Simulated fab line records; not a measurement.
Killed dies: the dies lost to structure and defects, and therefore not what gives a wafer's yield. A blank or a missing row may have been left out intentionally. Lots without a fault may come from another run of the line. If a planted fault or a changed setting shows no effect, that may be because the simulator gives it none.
Matching of chambers    flow gf180mcu    GF_CONTACT_CMP_27 on cmp-02: 4 sister chambers
The step polishes, stops on SiO2, t overpolish 15 s, target thk 0 nm. 4 wafers are shown with their chamber, then 7 later ones without.

WAFERS WITH THEIR CHAMBER
wafer   chamber  motor-current-A (A)
L349.1  3        12.3
L352.2  1        12.8
L352.4  2        9.8
L352.6  0        11.6

WAFERS MISSING THEIR CHAMBER
wafer   motor-current-A (A)
L360.3  12.6
L363.3  13.7
L363.4  11.8
L363.6  13.2
L367.3  12.5
L367.4  13.7
L367.5  11.9

WHICH CHAMBER EACH ONE RAN IN
wafer   from the rows above           in truth
L360.3  can't be placed: 1 or 3 or 0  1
L363.3  can't be placed: 1 or 3       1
L363.4  can't be placed: 0 or 3 or 1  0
L363.6  can't be placed: 1 or 3       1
L367.3  can't be placed: 3 or 1 or 0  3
L367.4  can't be placed: 1 or 3       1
L367.5  can't be placed: 0 or 3 or 1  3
Placed correctly: 0 of 7. These rows do not allow placing 7 (true chamber among the candidates in 7). 0 placed wrongly.
How it was worked out, from the rows above alone: a wafer's distance from a chamber is the root of the sum, over the readings, of the square of ((its reading less the chamber's mean) divided by the reading's scatter). If the next closest chamber is less than 2 further off than the closest, the wafer can't be placed; otherwise it belongs to the closest. The mean given for a chamber averages the wafers shown for that chamber. The scatter: root of mean squared gap, hidden wafer to nearest shown wafer, with one shown wafer a chamber.
